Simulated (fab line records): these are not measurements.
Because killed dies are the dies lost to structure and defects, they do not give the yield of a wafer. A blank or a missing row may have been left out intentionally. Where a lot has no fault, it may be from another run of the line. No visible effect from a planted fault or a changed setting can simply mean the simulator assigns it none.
Which of the tools did it? :: flow sky130 :: 10 lots with 30 wafers sampled at 6 steps, on a route of 708 steps

WHAT EACH GAUGE READ, for each wafer
SKY_METAL1_RS_MEAS_05: measures by four-point-probe.
lot: L170
measured: day 32 18:59
on: filmMetro-01
METAL1_ALCU_RS (ohm/sq): 0.1246 0.1258 0.1272

lot: L171
measured: day 33 12:23
on: filmMetro-03
METAL1_ALCU_RS (ohm/sq): 0.1275 0.1276 0.1276

lot: L175
measured: day 34 22:50
on: filmMetro-03
METAL1_ALCU_RS (ohm/sq): 0.1268 0.1264 0.1237

lot: L176
measured: day 35 06:05
on: filmMetro-03
METAL1_ALCU_RS (ohm/sq): 0.1270 0.1283 0.1259

lot: L180
measured: day 36 20:59
on: filmMetro-03
METAL1_ALCU_RS (ohm/sq): 0.1253 0.1247 0.1237

lot: L183
measured: day 37 15:31
on: filmMetro-04
METAL1_ALCU_RS (ohm/sq): 0.1099 0.1268 0.1268

lot: L185
measured: day 38 09:43
on: filmMetro-04
METAL1_ALCU_RS (ohm/sq): 0.1269 0.1270 0.1267

lot: L186
measured: day 39 00:02
on: filmMetro-03
METAL1_ALCU_RS (ohm/sq): 0.1278 0.1266 0.1090

lot: L187
measured: day 39 11:05
on: filmMetro-03
METAL1_ALCU_RS (ohm/sq): 0.1242 0.1259 0.1249

lot: L189
measured: day 39 16:45
on: filmMetro-03
METAL1_ALCU_RS (ohm/sq): 0.1247 0.1265 0.1240

SKY_METAL1_THK_MEAS_06: measures by xrf.
lot: L170
measured: day 32 19:05
on: filmMetro-01
METAL1_ALCU_THK (nm): 255.4 250.1 247.9

lot: L171
measured: day 33 12:28
on: filmMetro-03
METAL1_ALCU_THK (nm): 249.7 249.1 248.6

lot: L175
measured: day 34 22:57
on: filmMetro-03
METAL1_ALCU_THK (nm): 252.1 252.1 258.8

lot: L176
measured: day 35 06:12
on: filmMetro-03
METAL1_ALCU_THK (nm): 251.5 248.7 253.6

lot: L180
measured: day 36 21:06
on: filmMetro-03
METAL1_ALCU_THK (nm): 252.9 254.4 256.1

lot: L183
measured: day 37 15:38
on: filmMetro-04
METAL1_ALCU_THK (nm): 292.5 254.2 253.8

lot: L185
measured: day 38 09:50
on: filmMetro-04
METAL1_ALCU_THK (nm): 251.9 250.9 252.5

lot: L186
measured: day 39 00:09
on: filmMetro-03
METAL1_ALCU_THK (nm): 250.7 254.1 291.1

lot: L187
measured: day 39 11:11
on: filmMetro-03
METAL1_ALCU_THK (nm): 255.6 253.5 253.0

lot: L189
measured: day 39 16:52
on: filmMetro-03
METAL1_ALCU_THK (nm): 256.7 249.7 256.9

SKY_METAL1_CD_MEAS_15: the cd target is 140 nm.
lot: L170
measured: day 33 23:01
on: cdSem-02
cdNm (nm): 137.4 138.4 139.7

lot: L171
measured: day 34 17:13
on: cdSem-01
cdNm (nm): 139.8 139.7 140.7

lot: L175
measured: day 36 03:56
on: cdSem-02
cdNm (nm): 142.3 141.5 143.2

lot: L176
measured: day 36 11:05
on: cdSem-02
cdNm (nm): 141.1 141.0 141.5

lot: L180
measured: day 38 01:38
on: cdSem-01
cdNm (nm): 140.4 142.1 140.2

lot: L183
measured: day 38 20:47
on: cdSem-01
cdNm (nm): 136.9 137.0 137.9

lot: L185
measured: day 39 15:26
on: cdSem-02
cdNm (nm): 139.8 140.0 139.7

lot: L186
measured: day 40 04:54
on: cdSem-02
cdNm (nm): 138.7 137.7 138.9

lot: L187
measured: day 40 15:40
on: cdSem-01
cdNm (nm): 139.1 138.3 138.5

lot: L189
measured: day 40 20:56
on: cdSem-02
cdNm (nm): 139.1 139.7 139.6

EACH LOT AND THE TOOL THAT RAN IT (in order: tool; ch and the chambers of the sampled wafers; start)
lot: L170
SKY_CONTACT_ETCH_16: rieDiel-02 ch 0,1,2, day 32 17:27
SKY_METAL1_SPUTTER_02: pvdSputter-04, day 32 18:52
SKY_METAL1_SPUTTER_04: pvdSputter-04, day 32 18:55

lot: L171
SKY_CONTACT_ETCH_16: rieDiel-03 ch 2,3, day 33 10:09
SKY_METAL1_SPUTTER_02: pvdSputter-03, day 33 12:14
SKY_METAL1_SPUTTER_04: pvdSputter-03, day 33 12:17

lot: L175
SKY_CONTACT_ETCH_16: rieDiel-01 ch 0,2,3, day 34 21:18
SKY_METAL1_SPUTTER_02: pvdSputter-01, day 34 22:44
SKY_METAL1_SPUTTER_04: pvdSputter-01, day 34 22:47

lot: L176
SKY_CONTACT_ETCH_16: rieDiel-01 ch 0,1,3, day 35 04:33
SKY_METAL1_SPUTTER_02: pvdSputter-01, day 35 05:59
SKY_METAL1_SPUTTER_04: pvdSputter-01, day 35 06:02

lot: L180
SKY_CONTACT_ETCH_16: rieDiel-02 ch 0,1,2, day 36 19:27
SKY_METAL1_SPUTTER_02: pvdSputter-04, day 36 20:53
SKY_METAL1_SPUTTER_04: pvdSputter-04, day 36 20:56

lot: L183
SKY_CONTACT_ETCH_16: rieDiel-02 ch 1,2,3, day 37 14:00
SKY_METAL1_SPUTTER_02: pvdSputter-04, day 37 15:25
SKY_METAL1_SPUTTER_04: pvdSputter-04, day 37 15:28

lot: L185
SKY_CONTACT_ETCH_16: rieDiel-03 ch 1,3, day 38 08:12
SKY_METAL1_SPUTTER_02: pvdSputter-03, day 38 09:37
SKY_METAL1_SPUTTER_04: pvdSputter-03, day 38 09:40

lot: L186
SKY_CONTACT_ETCH_16: rieDiel-02 ch 0,3, day 38 22:31
SKY_METAL1_SPUTTER_02: pvdSputter-04, day 38 23:56
SKY_METAL1_SPUTTER_04: pvdSputter-04, day 38 23:59

lot: L187
SKY_CONTACT_ETCH_16: rieDiel-03 ch 1,3, day 39 09:33
SKY_METAL1_SPUTTER_02: pvdSputter-03, day 39 10:58
SKY_METAL1_SPUTTER_04: pvdSputter-03, day 39 11:01

lot: L189
SKY_CONTACT_ETCH_16: rieDiel-02 ch 0,2,3, day 39 15:12
SKY_METAL1_SPUTTER_02: pvdSputter-01, day 39 16:39
SKY_METAL1_SPUTTER_04: pvdSputter-01, day 39 16:42
- SKY_CONTACT_ETCH_16: etches BARC in N2/H2, stops on SiO2, time 45.9 s, target depth 60 nm.
- SKY_METAL1_SPUTTER_02: material AlCu, target thk 250 nm, time 13.3 s.
- SKY_METAL1_SPUTTER_04: material TiN, target thk 70 nm, time 58.3 s.

WHAT THE TOOLS THEMSELVES READ (means of the sampled wafers that have a number; where no wafer has one, the mark that the record gives instead)
SKY_CONTACT_ETCH_16.
lot: L170
tool: rieDiel-02
drypumpMotorCurrentA (A): 5.7
h2FlowSccm (sccm): 200.1
n2FlowSccm (sccm): 99.80
oesProductAu (a.u.): 0.862
throttleValvePct (%): 13.233

lot: L171
tool: rieDiel-03
drypumpMotorCurrentA (A): 5.8
h2FlowSccm (sccm): 200.1
n2FlowSccm (sccm): 100.04
oesProductAu (a.u.): 0.858
throttleValvePct (%): 13.232

lot: L175
tool: rieDiel-01
drypumpMotorCurrentA (A): 5.6
h2FlowSccm (sccm): 200.2
n2FlowSccm (sccm): 99.93
oesProductAu (a.u.): 0.854
throttleValvePct (%): 13.226

lot: L176
tool: rieDiel-01
drypumpMotorCurrentA (A): 5.7
h2FlowSccm (sccm): 200.1
n2FlowSccm (sccm): 99.92
oesProductAu (a.u.): 0.856
throttleValvePct (%): 13.223

lot: L180
tool: rieDiel-02
drypumpMotorCurrentA (A): 5.7
h2FlowSccm (sccm): 200.1
n2FlowSccm (sccm): 100.33
oesProductAu (a.u.): 0.851
throttleValvePct (%): 13.218

lot: L183
tool: rieDiel-02
drypumpMotorCurrentA (A): 5.7
h2FlowSccm (sccm): 200.9
n2FlowSccm (sccm): 100.01
oesProductAu (a.u.): 0.851
throttleValvePct (%): 13.221

lot: L185
tool: rieDiel-03
drypumpMotorCurrentA (A): 6.0
h2FlowSccm (sccm): 199.7
n2FlowSccm (sccm): 99.94
oesProductAu (a.u.): 0.856
throttleValvePct (%): 13.225

lot: L186
tool: rieDiel-02
drypumpMotorCurrentA (A): 5.5
h2FlowSccm (sccm): 199.9
n2FlowSccm (sccm): 100.09
oesProductAu (a.u.): 0.854
throttleValvePct (%): 13.233

lot: L187
tool: rieDiel-03
drypumpMotorCurrentA (A): 5.9
h2FlowSccm (sccm): 200.0
n2FlowSccm (sccm): 100.09
oesProductAu (a.u.): 0.852
throttleValvePct (%): 13.225

lot: L189
tool: rieDiel-02
drypumpMotorCurrentA (A): 5.7
h2FlowSccm (sccm): 200.2
n2FlowSccm (sccm): 100.18
oesProductAu (a.u.): 0.858
throttleValvePct (%): 13.236

SKY_METAL1_SPUTTER_02.
lot: L170
tool: pvdSputter-04
cathodeDcPowerW (W): 10600
throttleValvePct (%): 30.2

lot: L171
tool: pvdSputter-03
cathodeDcPowerW (W): 10598
throttleValvePct (%): 29.7

lot: L175
tool: pvdSputter-01
cathodeDcPowerW (W): 10600
throttleValvePct (%): 29.9

lot: L176
tool: pvdSputter-01
cathodeDcPowerW (W): 10599
throttleValvePct (%): 29.9

lot: L180
tool: pvdSputter-04
cathodeDcPowerW (W): 10599
throttleValvePct (%): 30.4

lot: L183
tool: pvdSputter-04
cathodeDcPowerW (W): 11108
throttleValvePct (%): 30.1

lot: L185
tool: pvdSputter-03
cathodeDcPowerW (W): 10601
throttleValvePct (%): 30.3

lot: L186
tool: pvdSputter-04
cathodeDcPowerW (W): 11108
throttleValvePct (%): 30.3

lot: L187
tool: pvdSputter-03
cathodeDcPowerW (W): 10599
throttleValvePct (%): 29.2

lot: L189
tool: pvdSputter-01
cathodeDcPowerW (W): 10599
throttleValvePct (%): 29.8

SKY_METAL1_SPUTTER_04.
lot: L170
tool: pvdSputter-04
cathodeDcPowerW (W): 6500.1
throttleValvePct (%): 30.3

lot: L171
tool: pvdSputter-03
cathodeDcPowerW (W): 6499.6
throttleValvePct (%): 29.6

lot: L175
tool: pvdSputter-01
cathodeDcPowerW (W): 6499.6
throttleValvePct (%): 30.0

lot: L176
tool: pvdSputter-01
cathodeDcPowerW (W): 6499.6
throttleValvePct (%): 29.8

lot: L180
tool: pvdSputter-04
cathodeDcPowerW (W): 6500.1
throttleValvePct (%): 30.4

lot: L183
tool: pvdSputter-04
cathodeDcPowerW (W): 6500.9
throttleValvePct (%): 30.2

lot: L185
tool: pvdSputter-03
cathodeDcPowerW (W): 6498.8
throttleValvePct (%): 30.4

lot: L186
tool: pvdSputter-04
cathodeDcPowerW (W): 6499.6
throttleValvePct (%): 30.2

lot: L187
tool: pvdSputter-03
cathodeDcPowerW (W): 6499.6
throttleValvePct (%): 29.2

lot: L189
tool: pvdSputter-01
cathodeDcPowerW (W): 6500.0
throttleValvePct (%): 29.9

THE ANSWER, worked out from the rows above alone
Rule: what is usual is taken from the lots themselves. The widest of any qualifying gaps counts: lots, ordered by their means at a reading, are off when they make up no more than a third of the lots, leave a main group of 4 or more, and stand apart from it by 3 or more times the standard deviation of that group's means. The tables above print the reading to a certain number of digits; a main group whose means all agree to those digits is not used. Also off: a lot with no number at a reading for which 4 or more lots have one. All remaining lots with rows at the step are treated as sound. First the gauges in route order, then the tools' own readings, where a lot's mean is used as printed above. The first step at which some lot is off is used, and at that step the reading that is off furthest; a lot without a number counts as furthest.
Off: L183, L186, at SKY_METAL1_RS_MEAS_05 (METAL1_ALCU_RS). The main group has a mean of 0.1260 ohm/sq with a standard deviation of 0.001.
If a tool, at a process step before that reading, ran all the lots that are off and no sound lot after the first of them, it fits. The gauges at SKY_METAL1_RS_MEAS_05 aren't tried: what is off there is off at SKY_METAL1_SPUTTER_02 too, on other tools, and a gauge's error can't cause that. One fits: SKY_METAL1_SPUTTER_02 and SKY_METAL1_SPUTTER_04 on pvdSputter-04. At SKY_METAL1_SPUTTER_02 its last sound lot is L180 (day 36 20:53), its first lot that is off L183 (day 37 15:25): a fault that began between those two fits.
The tool's own readings at SKY_METAL1_SPUTTER_02 bear it out: on the lots that are off they differ by more than 5 times the standard deviation of the sound lots' means. cathodeDcPowerW reads 11108 W there against 10599 W on the sound lots.

WHAT WAS PUT IN BY THE SIMULATOR
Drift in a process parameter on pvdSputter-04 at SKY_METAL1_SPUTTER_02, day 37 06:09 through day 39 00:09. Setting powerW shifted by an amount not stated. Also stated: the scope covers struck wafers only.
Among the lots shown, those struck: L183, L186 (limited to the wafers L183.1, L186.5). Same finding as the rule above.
